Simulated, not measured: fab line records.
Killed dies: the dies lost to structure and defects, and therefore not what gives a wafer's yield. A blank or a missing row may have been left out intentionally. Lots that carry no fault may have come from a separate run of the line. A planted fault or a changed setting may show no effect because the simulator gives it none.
fab line records / flow sky130
record lots=4 wafers=12 last-day=48
route steps=708 shown VIA1@467 METAL2@483 VIA2@507 PAD_OPEN@708
lots that met no fault: taken from a fault-free run of the same line
start-h: start of the lot's first displayed wafer, in hours after the record's first day / wait-h: time in hours since the lot's previous step / " repeats the value in the row above / L1.1+2: one row covering several wafers at once / - either no value or no given start / * or withheld: withheld / < > ~ a bound
route shown NAME@n: names a module that has steps shown in the file, with the first one's number in the route / usual: the fault-free wafers' mean and standard deviation / same: alike in all rows / chamber/n: place in a boat / sites: per-site readings / _std_site: standard deviation across them / _edge_site: mean of outer sites minus mean of inner sites / radius-mm: for every site, how far away it sits from the centre of the wafer / mask NAME#n: copy n / behind: the last tool/chamber to shape the wafer / hold: why the lot went on hold/how many hours it stayed there/how the hold came to an end / device: transistor that didn't switch, given as n, p or np / end of line: tests run on the same wafers once the route is complete / for a step that has no rows: nothing shown but its recipe / killed: count of dies lost to structure and defects at first sort (not the wafer's yield) / map: a wafer's dies, x killed, . not, _ none there
set.NAME: setting as actually run; set.NAME@STEP: the setting as run at that earlier step / model.NAME: the simulator's own value behind a step, which no gauge read
lots seen at some steps along the route; tables by step, rows by wafer
services: when a tool's chamber went out of use (start-h, in hours from the record's first day, below 0 if earlier), for how many hours, and the reason
## steps
# step SKY_VIA1_EXPOSE_09
# recipe mask-id=VIM na=0.8 source-shape=annular sigma-inner=0.55 sigma-outer=0.85 target-cd-nm=150 dose-mj=38
# step SKY_VIA1_PEB_10
# recipe peb-temp-c=withheld peb-time-s=withheld resist=KrF-thick
# step SKY_VIA1_DEVELOP_11
# recipe develop-time-s=60 resist=KrF-thick dev-temp-c=21
# step SKY_VIA1_ETCH_14
# recipe chemistry=N2/H2 target=BARC ion-energy-ev=200 source-w=500 bias-w=100 pressure-mtorr=30 n2-flow-sccm=100 h2-flow-sccm=200 stop-on=SiO2 time-s=45.9 target-depth-a=600
# step SKY_VIA1_ETCH_15
# recipe target=SiO2 chemistry=C4F8/O2/Ar target-depth-nm=351 stop-on=TiN mask-material=KrF-thick source-w=1500 bias-w=1200 pressure-mtorr=40 c4f8-flow-sccm=withheld O2_flow_sccm=6 Ar_flow_sccm=300 time-s=54
# step SKY_VIA1_STRIP_16
# recipe chemistry=O2/N2 power-w=1400 pressure-mtorr=1500 platen-temp-c=withheld o2-flow-sccm=3000 n2-flow-sccm=300 overash-fraction=0.5
# step SKY_VIA1_STRIP_17
# recipe chemistry=post-etch-residue-remover time-s=1200 temp-c=72.5
# step SKY_VIA1_CLEAN_18
# recipe chemistry=IPA time-s=180 temp-c=25
# step SKY_VIA1_CLEAN_19
# recipe chemistry=O3/DIW dry=n2-spin
# step SKY_VIA1_SPUTTER_20
# recipe material=TiN target-thk-nm=20 chamber-pressure-pa=5 power-w=4000 time-s=80
# step SKY_VIA1_CVD_21
# recipe material=W target-thk-nm=270 time-s=80.902 temp-c=400 pressure-torr=40
# usual heater-power-w=831/59 susceptor-temp-C=400.00/0.21
lot.wafer=L801.1 tool=cvd-w-02 chamber=1 start-h=797.37 wait-h=0.0 heater-power-w=841 susceptor-temp-C=400.57
lot.wafer=L801.2 tool=cvd-w-02 chamber=0 start-h=797.37 wait-h=0.0 heater-power-w=833 susceptor-temp-C=400.03
lot.wafer=L801.4 tool=cvd-w-02 chamber=0 start-h=797.37 wait-h=0.0 heater-power-w=821 susceptor-temp-C=400.17
lot.wafer=L808.2 tool=cvd-w-02 chamber=1 start-h=850.44 wait-h=0.0 heater-power-w=843 susceptor-temp-C=400.10
lot.wafer=L808.3 tool=cvd-w-02 chamber=0 start-h=850.44 wait-h=0.0 heater-power-w=837 susceptor-temp-C=399.70
lot.wafer=L808.6 tool=cvd-w-02 chamber=1 start-h=850.44 wait-h=0.0 heater-power-w=855 susceptor-temp-C=400.06
lot.wafer=L811.3 tool=cvd-w-02 chamber=1 start-h=875.80 wait-h=0.1 heater-power-w=836 susceptor-temp-C=399.77
lot.wafer=L811.5 tool=cvd-w-02 chamber=1 start-h=875.80 wait-h=0.1 heater-power-w=863 susceptor-temp-C=400.03
lot.wafer=L811.6 tool=cvd-w-02 chamber=0 start-h=875.80 wait-h=0.1 heater-power-w=838 susceptor-temp-C=399.97
lot.wafer=L813.4 tool=cvd-w-01 chamber=1 start-h=896.68 wait-h=0.1 heater-power-w=893 susceptor-temp-C=400.20
lot.wafer=L813.5 tool=cvd-w-01 chamber=0 start-h=896.68 wait-h=0.1 heater-power-w=752 susceptor-temp-C=400.10
lot.wafer=L813.6 tool=cvd-w-01 chamber=1 start-h=896.68 wait-h=0.1 heater-power-w=929 susceptor-temp-C=400.27
# step SKY_VIA1_CMP_24
# recipe stop-on=SiO2 t-overpolish-s=15 down-force-psi=3.5 platen-rpm=60 target-thk-nm=0 pad-velocity-m-s=0.94248
# step SKY_METAL2_SPUTTER_00
# recipe material=Ti target-thk-nm=15 power-w=3000 time-s=10 chamber-pressure-pa=0.4
# step SKY_METAL2_SPUTTER_01
# recipe material=TiN target-thk-nm=20 power-w=6500 time-s=16.7 chamber-pressure-pa=0.4
# step SKY_METAL2_SPUTTER_02
# recipe material=AlCu target-thk-nm=250 power-w=10600 time-s=13.3 chamber-pressure-pa=0.4
# step SKY_METAL2_SPUTTER_03
# recipe material=Ti target-thk-nm=5 power-w=3000 time-s=3.3 chamber-pressure-pa=0.4
# step SKY_METAL2_SPUTTER_04
# recipe material=TiN target-thk-nm=70 power-w=6500 time-s=58.3 chamber-pressure-pa=0.4
# step SKY_METAL2_DEHYDRATE_07
# recipe temp-c=200 time-s=60
# step SKY_METAL2_HMDS_08
# recipe prime-time-s=60 prime-temp-c=120
# step SKY_METAL2_COAT_09
# recipe resist=BARC temp-c=withheld time-s=withheld spin-rpm=3000 resist-thk-nm=60
# step SKY_METAL2_COAT_10
# recipe resist=KrF-thick spin-rpm=3000 resist-thk-nm=450
# step SKY_METAL2_SOFTBAKE_11
# recipe temp-c=100 time-s=90 resist=KrF-thick
# step SKY_METAL2_EXPOSE_12
# recipe mask-id=MM2 na=0.8 source-shape=annular sigma-inner=0.55 sigma-outer=0.85 target-cd-nm=140 dose-mj=28
# step SKY_METAL2_PEB_13
# recipe peb-temp-c=withheld peb-time-s=withheld resist=KrF-thick
# step SKY_METAL2_DEVELOP_14
# recipe develop-time-s=60 resist=KrF-thick dev-temp-c=21
# step SKY_METAL2_DESCUM_17
# recipe chemistry=O2 source-power-w=150 bias-power-w=0 pressure-mtorr=10 temp-c=40 time-s=8
# step SKY_METAL2_ETCH_18
# recipe chemistry=N2/H2 target=BARC ion-energy-ev=200 bias-w=100 pressure-mtorr=30 n2-flow-sccm=100 h2-flow-sccm=200 icp-w=500 stop-on=SiO2 time-s=45.9 target-depth-a=600
# step SKY_METAL2_METAL_ETCH_19
# recipe target-depth-a=3600 stop-on=SiO2 over-etch-frac=0.3 time-s=78 chemistry=Cl2/BCl3 resist-sidewall-deg=88 pressure-mtorr=10 icp-w=900 bias-w=48.5 Cl2_flow_sccm=60 bcl3-flow-sccm=30
# step SKY_METAL2_STRIP_20
# recipe chemistry=O2/N2 power-w=1400 pressure-mtorr=1500 platen-temp-c=withheld o2-flow-sccm=3000 n2-flow-sccm=300 overash-fraction=0.5
# step SKY_METAL2_STRIP_21
# recipe chemistry=post-etch-residue-remover time-s=1200 temp-c=72.5
# step SKY_METAL2_CLEAN_22
# recipe chemistry=IPA time-s=180 temp-c=25
# step SKY_METAL2_CLEAN_23
# recipe chemistry=O3/DIW dry=n2-spin
# step SKY_VIA2_HDPCVD_00
# recipe material=SiO2 target-thk-nm=1180 sigma-open-frac=0.3 time-s=196.7 temp-c=400 sih4-flow-sccm=60 pressure-mtorr=6
# step SKY_PAD_OPEN_PROBE_99
# usual defect-limited-yield=82.6/1.8 killed_at_M0_to_M3=43/6.4 killed_at_M4_up=2.8/1.7 killed-at-contacts=24/5.5 killed-at-front-end=15/4 killed-dies=86/9.1 killed-on-rim=17/3.9 killed-open=47/6.6 killed-short=39/6.2 sort_bin_3_pad_short=0.9/0.45 sort_bin_5_function=10.4/1.4 sort_bin_6_memory=6.2/1.1 sort-n-pass=406/9.1 sort-yield-pct=82.6/1.8
# same gross-dies=492 killed-at-back-side=0 killed-at-other=0 sort_bin_4_leakage[%]=0 sort_bin_8_speed[%]=0
lot.wafer=L801.1 tool=prober-02 chamber=- start-h=1081.55 wait-h=0.1 defect-limited-yield[%]=81.5 killed_at_M0_to_M3=47 killed_at_M4_up=3 killed-at-contacts=30 killed-at-front-end=11 killed-dies=91 killed-on-rim=19 killed-open=57 killed-short=34 sort_bin_3_pad_short[%]=0.6 sort_bin_5_function[%]=9.3 sort_bin_6_memory[%]=8.5 sort-n-pass=401 sort-yield-pct[%]=81.5 model.etest.tester.sort-n-pass=401 model.etest.tester.sort-yield-pct=81.5 model.etest.tester.sort_bin_5_pct=9.35 model.etest.tester.sort_bin_3_pct=0.6098
lot.wafer=L801.2 tool=prober-02 chamber=- start-h=1081.60 wait-h=0.1 defect-limited-yield[%]=80.3 killed_at_M0_to_M3=49 killed_at_M4_up=2 killed-at-contacts=30 killed-at-front-end=16 killed-dies=97 killed-on-rim=18 killed-open=52 killed-short=45 sort_bin_3_pad_short[%]=1.6 sort_bin_5_function[%]=9.1 sort_bin_6_memory[%]=8.9 sort-n-pass=395 sort-yield-pct[%]=80.3 model.etest.tester.sort-n-pass=395 model.etest.tester.sort-yield-pct=80.28 model.etest.tester.sort_bin_5_pct=9.146 model.etest.tester.sort_bin_3_pct=1.626
lot.wafer=L801.4 tool=prober-02 chamber=- start-h=1081.70 wait-h=0.2 defect-limited-yield[%]=81.5 killed_at_M0_to_M3=45 killed_at_M4_up=3 killed-at-contacts=26 killed-at-front-end=17 killed-dies=91 killed-on-rim=15 killed-open=43 killed-short=48 sort_bin_3_pad_short[%]=1.2 sort_bin_5_function[%]=10.4 sort_bin_6_memory[%]=6.9 sort-n-pass=401 sort-yield-pct[%]=81.5 model.etest.tester.sort-n-pass=401 model.etest.tester.sort-yield-pct=81.5 model.etest.tester.sort_bin_5_pct=10.37 model.etest.tester.sort_bin_3_pct=1.22
lot.wafer=L808.2 tool=prober-02 chamber=- start-h=1123.69 wait-h=0.1 defect-limited-yield[%]=83.7 killed_at_M0_to_M3=38 killed_at_M4_up=6 killed-at-contacts=18 killed-at-front-end=18 killed-dies=80 killed-on-rim=15 killed-open=48 killed-short=32 sort_bin_3_pad_short[%]=0.6 sort_bin_5_function[%]=9.8 sort_bin_6_memory[%]=5.9 sort-n-pass=412 sort-yield-pct[%]=83.7 model.etest.tester.sort-n-pass=412 model.etest.tester.sort-yield-pct=83.74 model.etest.tester.sort_bin_5_pct=9.756 model.etest.tester.sort_bin_3_pct=0.6098
lot.wafer=L808.3 tool=prober-02 chamber=- start-h=1123.74 wait-h=0.2 defect-limited-yield[%]=72.4 killed_at_M0_to_M3=97 killed_at_M4_up=5 killed-at-contacts=25 killed-at-front-end=9 killed-dies=136 killed-on-rim=23 killed-open=52 killed-short=33 sort_bin_3_pad_short[%]=3.5 sort_bin_5_function[%]=16.7 sort_bin_6_memory[%]=7.5 sort-n-pass=356 sort-yield-pct[%]=72.4 model.etest.tester.sort-n-pass=356 model.etest.tester.sort-yield-pct=72.36 model.etest.tester.sort_bin_5_pct=16.67 model.etest.tester.sort_bin_3_pct=3.455
lot.wafer=L808.6 tool=prober-02 chamber=- start-h=1123.89 wait-h=0.2 defect-limited-yield[%]=82.1 killed_at_M0_to_M3=46 killed_at_M4_up=4 killed-at-contacts=18 killed-at-front-end=20 killed-dies=88 killed-on-rim=10 killed-open=50 killed-short=38 sort_bin_3_pad_short[%]=1.2 sort_bin_5_function[%]=10.0 sort_bin_6_memory[%]=6.7 sort-n-pass=404 sort-yield-pct[%]=82.1 model.etest.tester.sort-n-pass=404 model.etest.tester.sort-yield-pct=82.11 model.etest.tester.sort_bin_5_pct=9.959 model.etest.tester.sort_bin_3_pct=1.22
lot.wafer=L811.3 tool=prober-01 chamber=- start-h=1137.42 wait-h=0.2 defect-limited-yield[%]=83.3 killed_at_M0_to_M3=42 killed_at_M4_up=4 killed-at-contacts=22 killed-at-front-end=14 killed-dies=82 killed-on-rim=15 killed-open=43 killed-short=39 sort_bin_3_pad_short[%]=0.4 sort_bin_5_function[%]=8.7 sort_bin_6_memory[%]=7.5 sort-n-pass=410 sort-yield-pct[%]=83.3 model.etest.tester.sort-n-pass=410 model.etest.tester.sort-yield-pct=83.33 model.etest.tester.sort_bin_5_pct=8.74 model.etest.tester.sort_bin_3_pct=0.4065
lot.wafer=L811.5 tool=prober-01 chamber=- start-h=1137.52 wait-h=0.2 defect-limited-yield[%]=82.5 killed_at_M0_to_M3=38 killed_at_M4_up=5 killed-at-contacts=24 killed-at-front-end=19 killed-dies=86 killed-on-rim=15 killed-open=55 killed-short=31 sort_bin_3_pad_short[%]=1.0 sort_bin_5_function[%]=10.0 sort_bin_6_memory[%]=6.5 sort-n-pass=406 sort-yield-pct[%]=82.5 model.etest.tester.sort-n-pass=406 model.etest.tester.sort-yield-pct=82.52 model.etest.tester.sort_bin_5_pct=9.959 model.etest.tester.sort_bin_3_pct=1.016
lot.wafer=L811.6 tool=prober-01 chamber=- start-h=1137.57 wait-h=0.2 defect-limited-yield[%]=75.6 killed_at_M0_to_M3=89 killed_at_M4_up=1 killed-at-contacts=18 killed-at-front-end=12 killed-dies=120 killed-on-rim=23 killed-open=41 killed-short=26 sort_bin_3_pad_short[%]=4.3 sort_bin_5_function[%]=15.2 sort_bin_6_memory[%]=4.9 sort-n-pass=372 sort-yield-pct[%]=75.6 model.etest.tester.sort-n-pass=372 model.etest.tester.sort-yield-pct=75.61 model.etest.tester.sort_bin_5_pct=15.24 model.etest.tester.sort_bin_3_pct=4.268
lot.wafer=L813.4 tool=prober-01 chamber=- start-h=1155.94 wait-h=0.2 defect-limited-yield[%]=81.5 killed_at_M0_to_M3=51 killed_at_M4_up=4 killed-at-contacts=30 killed-at-front-end=6 killed-dies=91 killed-on-rim=20 killed-open=58 killed-short=33 sort_bin_3_pad_short[%]=1.2 sort_bin_5_function[%]=10.8 sort_bin_6_memory[%]=6.5 sort-n-pass=401 sort-yield-pct[%]=81.5 model.etest.tester.sort-n-pass=401 model.etest.tester.sort-yield-pct=81.5 model.etest.tester.sort_bin_5_pct=10.77 model.etest.tester.sort_bin_3_pct=1.22
lot.wafer=L813.5 tool=prober-01 chamber=- start-h=1155.99 wait-h=0.2 defect-limited-yield[%]=80.7 killed_at_M0_to_M3=45 killed_at_M4_up=4 killed-at-contacts=32 killed-at-front-end=14 killed-dies=95 killed-on-rim=17 killed-open=53 killed-short=42 sort_bin_3_pad_short[%]=0.8 sort_bin_5_function[%]=12.2 sort_bin_6_memory[%]=6.3 sort-n-pass=397 sort-yield-pct[%]=80.7 model.etest.tester.sort-n-pass=397 model.etest.tester.sort-yield-pct=80.69 model.etest.tester.sort_bin_5_pct=12.2 model.etest.tester.sort_bin_3_pct=0.813
lot.wafer=L813.6 tool=prober-01 chamber=- start-h=1156.04 wait-h=0.2 defect-limited-yield[%]=80.1 killed_at_M0_to_M3=50 killed_at_M4_up=4 killed-at-contacts=29 killed-at-front-end=15 killed-dies=98 killed-on-rim=12 killed-open=56 killed-short=42 sort_bin_3_pad_short[%]=0.4 sort_bin_5_function[%]=11.6 sort_bin_6_memory[%]=7.9 sort-n-pass=394 sort-yield-pct[%]=80.1 model.etest.tester.sort-n-pass=394 model.etest.tester.sort-yield-pct=80.08 model.etest.tester.sort_bin_5_pct=11.59 model.etest.tester.sort_bin_3_pct=0.4065
# killed by level:class
L801.1 LI_CONTACT:geometric-particle:open=12 CONTACT:geometric-particle:open=11 VIA3:geometric-particle:open=10 VIA1:geometric-particle:short=8 VIA1:geometric-particle:open=7 METAL1:geometric-particle:short=5 VIA2:geometric-particle:open=4 CONTACT:geometric-particle:short=4
L801.2 CONTACT:geometric-particle:open=10 VIA2:geometric-particle:open=8 VIA1:geometric-particle:open=7 VIA3:geometric-particle:open=7 LI_CONTACT:geometric-particle:open=6 METAL1:geometric-particle:short=6 VIA3:geometric-particle:short=6 LOCAL_INTERCONNECT:geometric-particle:short=5
L801.4 CONTACT:geometric-particle:open=10 VIA1:geometric-particle:open=9 VIA3:geometric-particle:open=7 CONTACT:geometric-particle:short=6 FIELD_ISO:geometric-particle:short=5 POLY_GATE:geometric-particle:short=5 METAL1:geometric-particle:short=5 VIA1:geometric-particle:short=5
L808.2 CONTACT:geometric-particle:open=10 VIA2:geometric-particle:open=7 VIA1:geometric-particle:open=7 FIELD_ISO:geometric-particle:open=6 METAL2:geometric-particle:short=6 LI_CONTACT:geometric-particle:open=5 METAL4:geometric-particle:short=5 POLY_GATE:geometric-particle:short=4
L808.3 VIA1:unspecified=51 LI_CONTACT:geometric-particle:open=16 VIA1:geometric-particle:open=11 VIA2:geometric-particle:open=9 METAL1:geometric-particle:short=5 VIA1:geometric-particle:short=5 FIELD_ISO:geometric-particle:short=4 CONTACT:geometric-particle:open=4
L808.6 VIA1:geometric-particle:open=8 VIA3:geometric-particle:open=7 FIELD_ISO:geometric-particle:short=6 VIA2:geometric-particle:open=6 FIELD_ISO:geometric-particle:open=5 CONTACT:geometric-particle:open=5 METAL2:geometric-particle:short=5 POLY_GATE:geometric-particle:open=4
L811.3 VIA1:geometric-particle:open=13 LI_CONTACT:geometric-particle:open=9 VIA2:geometric-particle:open=7 POLY_GATE:geometric-particle:short=6 CONTACT:geometric-particle:open=5 METAL4:geometric-particle:short=4 CONTACT:geometric-particle:short=4 METAL1:geometric-particle:short=4
L811.5 CONTACT:geometric-particle:open=14 VIA3:geometric-particle:open=9 VIA1:geometric-particle:open=8 VIA2:geometric-particle:open=7 FIELD_ISO:geometric-particle:short=6 POLY_GATE:geometric-particle:open=4 FIELD_ISO:geometric-particle:open=3 LOCAL_INTERCONNECT:geometric-particle:short=3
L811.6 VIA1:unspecified=53 CONTACT:geometric-particle:open=9 VIA1:geometric-particle:open=7 VIA2:geometric-particle:open=7 LI_CONTACT:geometric-particle:open=5 VIA3:geometric-particle:open=4 POLY_GATE:geometric-particle:short=4 CONTACT:geometric-particle:short=4
L813.4 VIA1:geometric-particle:open=14 LI_CONTACT:geometric-particle:open=12 CONTACT:geometric-particle:open=9 VIA2:geometric-particle:open=9 VIA3:geometric-particle:open=7 METAL3:geometric-particle:short=6 CONTACT:geometric-particle:short=5 METAL1:geometric-particle:short=5
L813.5 VIA1:geometric-particle:open=11 CONTACT:geometric-particle:open=9 METAL3:geometric-particle:short=9 VIA3:geometric-particle:open=8 LI_CONTACT:geometric-particle:open=7 LOCAL_INTERCONNECT:geometric-particle:short=7 POLY_GATE:geometric-particle:open=5 CONTACT:geometric-particle:short=5
L813.6 LI_CONTACT:geometric-particle:open=11 VIA1:geometric-particle:open=11 CONTACT:geometric-particle:open=10 METAL1:geometric-particle:short=9 VIA2:geometric-particle:open=8 POLY_GATE:geometric-particle:short=7 VIA1:geometric-particle:short=7 METAL2:geometric-particle:short=4
# map L808.3 (x killed, . not)
__________x.xxxxxx.._________
________..xxxxxxxxx.x._______
______.x..xxxxxxxxx....._____
_____.....xxxxxxxxxxx.x..____
____.....x.xxxxxxx.xx....x___
___....xx.x.xxxxxx...xxx.x.__
__x........xxx.....x....x..._
_x...x.x.......xxx......x....
_........x.....x.x.xx.x......
_..xx.......xx.....x...x..x..
_x.x...........x....x.x...x..
_.xx....x..x.........x.......
_x.....xx.......x..x.........
_x......x..x.................
_.....x......xx.....xxx.....x
__...x.........x........x.x._
___..xxx...........x....x..__
____................x...x.___
_____......x.........xx..____
______x..x....x...x....._____
________..x..x........_______
__________.........x_________
# map L811.6 (x killed, . not)
__________xxxxxxx..._________
________xxxxxxxxxx.x.x_______
______....xxxxxxxxxx.x.._____
_____....xxxxxxxxxxx.x...____
____...x..xxxxxxxx..x..x..___
___x......xxxxxxx.x........__
__......x....xxxx.......xx.._
_x........x......xx..........
_.x.x............x........x.x
_....................x...x...
_...x........x...............
_x.x....x....x...x...........
_....x...x......x..........x.
_.....x...x...........x..x...
_..x...x..................x..
__.x...............xx....x.._
___.....x............x.....__
____......x.....x.x...x...___
_____.......x......x.x...____
______......xx.........._____
________x.xx......x.x._______
__________....x...x._________
## services
tool=cvd-w-01 chamber=0 start-h=808.64 hours=6.7 kind=repair
tool=cvd-w-02 chamber=1 start-h=864.17 hours=7.4 kind=repair
## key
first-sign step=SKY_PAD_OPEN_PROBE_99 reading=killed_at_M0_to_M3 direction=up sigmas=7.8 usual=43 struck=93
effect step=SKY_PAD_OPEN_PROBE_99 reading=sort_bin_3_pad_short direction=up sigmas=6.5 usual=0.9 struck=3.9
model-effect step=SKY_PAD_OPEN_PROBE_99 value=etest.tester.sort-n-pass without=409.5 struck=364
met-at SKY_VIA1_CVD_21
struck-wafers L808.3,L811.6
onset-between 797.37 850.44
fault kind=chamber-particle-source tool=cvd-w-02 chamber=0 onset-h=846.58 steps=SKY_VIA1_CVD_21 rate-per-visit-cm2=0.92085 end-h=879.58
